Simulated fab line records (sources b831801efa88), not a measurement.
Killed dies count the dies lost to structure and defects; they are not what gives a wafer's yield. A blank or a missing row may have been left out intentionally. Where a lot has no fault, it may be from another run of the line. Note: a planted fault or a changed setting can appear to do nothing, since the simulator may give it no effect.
Chamber matching	flow sfq_line	SFQ_TRILAYER_I5_ETCH_VIA_ETCH_147 on rie_diel-01 has 4 sister chambers
The step etches the open film in CHF3, stops on Nb, target depth 360 nm. 14 wafers are shown with their chamber, then 6 later ones without.

WAFERS, EACH WITH ITS CHAMBER
wafer	chamber	drypump_motor_current_A (A)	oes_product_au (a.u.)
L453.4	2	5.8	0.994
L453.5	3	6.1	0.993
L453.6	2	5.8	0.990
L455.1	0	5.4	0.988
L455.2	1	5.0	0.987
L455.6	0	5.4	0.990
L458.3	1	5.0	0.986
L458.4	2	5.8	0.995
L458.5	0	5.4	0.993
L462.1	3	6.1	0.997
L462.3	2	5.9	0.994
L462.4	0	5.4	0.998
L467.4	1	5.0	0.988
L467.6	1	5.0	0.985

SIGNATURES (averages over the wafers above)
reading	chamber 0	chamber 1	chamber 2	chamber 3	scatter within a chamber
drypump_motor_current_A	5.400	5.000	5.825	6.100	0.0274
oes_product_au	0.99225	0.98650	0.99325	0.99500	0.00291
Rule: for each reading, subtract the chamber's mean from the wafer's reading, divide by that reading's scatter and square the result; add these up over the readings and take the root, which gives the wafer's distance from the chamber. The wafer belongs to the nearest chamber; if the next one is less than 2 further off, it can't be placed. The scatter: the root of (the sum of the squares of (reading less its chamber's mean) over the shown wafers, divided by (wafers less chambers)).

WAFERS MISSING THEIR CHAMBER
wafer	drypump_motor_current_A (A)	oes_product_au (a.u.)
L469.2	5.8	0.990
L469.3	5.0	0.993
L469.6	6.0	0.991
L472.3	5.8	0.995
L472.4	5.5	0.984
L472.6	5.0	0.994

EACH ONE'S CHAMBER
wafer	from the rows above	in truth
L469.2	2	2
L469.3	1	1
L469.6	3	3
L472.3	2	2
L472.4	0	0
L472.6	1	1
Correctly placed: 6 of 6. Number that these rows cannot place: 0. Placed wrongly: 0.
